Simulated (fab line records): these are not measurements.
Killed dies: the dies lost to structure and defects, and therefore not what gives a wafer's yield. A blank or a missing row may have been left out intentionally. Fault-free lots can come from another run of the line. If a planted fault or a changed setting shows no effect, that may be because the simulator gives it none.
Check for tools in common + flow sky130 + Sampled: 11 lots, 33 wafers

WHY THIS WAS OPENED
SKY_NWELL_OVL_MEAS_23, reading NWELL_01_OVL: flagged on 2 of 11 lots. Wafers without a fault read 0.4 nm, standard deviation 1.1.
Rule: a lot is flagged when every wafer of it that has a number lies more than 4 standard deviations from that mean, or none has a number. As for the other lots, they are considered sound.

| lot  | measured     | on         | NWELL_01_OVL (nm), wafer by wafer | flag    |
|------|--------------|------------|-----------------------------------|---------|
| L101 | day 5 11:07  | overlay-01 | 1.7 -0.4 1.5                      |         |
| L102 | day 5 16:52  | overlay-02 | 0.5 1.4 0.9                       |         |
| L103 | day 5 19:04  | overlay-02 | 1.1 1.9 1.9                       |         |
| L109 | day 7 04:40  | overlay-01 | 204.6 205.5 204.3                 | FLAGGED |
| L112 | day 7 21:58  | overlay-02 | 205.6 206.3 205.5                 | FLAGGED |
| L113 | day 8 05:12  | overlay-02 | 0.4 0.0 0.9                       |         |
| L115 | day 8 21:10  | overlay-01 | 0.4 -0.3 -1.3                     |         |
| L117 | day 9 10:55  | overlay-01 | 0.0 0.4 1.4                       |         |
| L119 | day 10 00:33 | overlay-02 | 0.9 2.5 -0.6                      |         |
| L121 | day 10 12:22 | overlay-01 | -0.4 1.3 1.8                      |         |
| L124 | day 11 02:12 | overlay-01 | 1.3 -1.2 0.0                      |         |
On average the flagged lots read 205.3 nm, which is +204.9 nm against the usual, or +99 or more standard deviations.

TOOL THAT RAN EACH LOT
2 process steps preceding the reading are held in the record, out of 708 steps in the route. Each cell gives the tool, then ch followed by the chambers the sampled wafers passed through, then the start.
| lot  | flag    | SKY_DNWELL_STRIP_08                 | SKY_NWELL_EXPOSE_20                 |
|------|---------|-------------------------------------|-------------------------------------|
| L101 |         | plasma asher-02 ch 0,1, day 3 07:42 | iline stepper-02 ch 0, day 5 02:28  |
| L102 |         | plasma asher-04 ch 0,1, day 3 12:36 | iline stepper-02 ch 0, day 5 08:11  |
| L103 |         | plasma asher-04 ch 0,1, day 3 16:19 | iline stepper-02 ch 0, day 5 10:13  |
| L109 | FLAGGED | plasma asher-02 ch 0,1, day 4 21:19 | iline stepper-02 ch 0, day 6 19:34  |
| L112 | FLAGGED | plasma asher-02 ch 0,1, day 5 13:33 | iline stepper-02 ch 0, day 7 12:29  |
| L113 |         | plasma asher-01 ch 0,1, day 5 18:54 | iline stepper-01 ch 0, day 7 19:23  |
| L115 |         | plasma asher-02 ch 0,1, day 6 08:38 | iline stepper-01 ch 0, day 8 10:50  |
| L117 |         | plasma asher-04 ch 0,1, day 6 19:54 | iline stepper-01 ch 0, day 8 23:33  |
| L119 |         | plasma asher-01 ch 0,1, day 7 08:04 | iline stepper-01 ch 0, day 9 13:37  |
| L121 |         | plasma asher-02 ch 0,1, day 7 18:15 | iline stepper-01 ch 0, day 10 00:26 |
| L124 |         | plasma asher-01 ch 0,1, day 8 07:48 | iline stepper-01 ch 0, day 10 15:31 |
These steps, and what they do:
- SKY_DNWELL_STRIP_08: strips in O2/N2.
- SKY_NWELL_EXPOSE_20: exposes mask NWM COMPLEMENT, target cd 840 nm.
- SKY_NWELL_OVL_MEAS_23

FLAGGED OVER TOTAL, TOOL BY TOOL (the gauges that took the reading come last)
| step                  | tool             | lots run | flagged | share of the flagged lots | sound lots run after its first flagged lot |
|-----------------------|------------------|----------|---------|---------------------------|--------------------------------------------|
| SKY_DNWELL_STRIP_08   | plasma asher-01  | 3        | 0       | none                      | -                                          |
| SKY_DNWELL_STRIP_08   | plasma asher-02  | 5        | 2       | all                       | 2 (L115,L121)                              |
| SKY_DNWELL_STRIP_08   | plasma asher-04  | 3        | 0       | none                      | -                                          |
| SKY_NWELL_EXPOSE_20   | iline stepper-01 | 6        | 0       | none                      | -                                          |
| SKY_NWELL_EXPOSE_20   | iline stepper-02 | 5        | 2       | all                       | 0                                          |
| SKY_NWELL_OVL_MEAS_23 | overlay-01       | 6        | 1       | some                      | 4 (L115,L117,L121,L124)                    |
| SKY_NWELL_OVL_MEAS_23 | overlay-02       | 5        | 1       | some                      | 2 (L113,L119)                              |

WHAT THE TABLE PERMITS
plasma asher-02 at SKY_DNWELL_STRIP_08 and iline stepper-02 at SKY_NWELL_EXPOSE_20 are the 2 rows of the table that ran each flagged lot.
- plasma asher-02 at SKY_DNWELL_STRIP_08: 2 of its 5 lots flagged. After the first flagged lot (L115, L121), sound lots still ran on it; a lasting fault on the whole tool would not permit that.
- iline stepper-02 at SKY_NWELL_EXPOSE_20: 2 of its 5 lots flagged. Last sound lot L103 at day 5 10:13, first flagged lot L109 at day 6 19:34; a fault beginning in between fits.
What remains is a single tool, iline stepper-02 at SKY_NWELL_EXPOSE_20.

WHAT WAS PUT IN BY THE SIMULATOR
Scanner matching overlay: iline stepper-02, from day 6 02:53 on, at SKY_NWELL_EXPOSE_20. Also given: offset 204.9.
Lots struck among those shown: L109, L112. The rule given above showed the same thing.
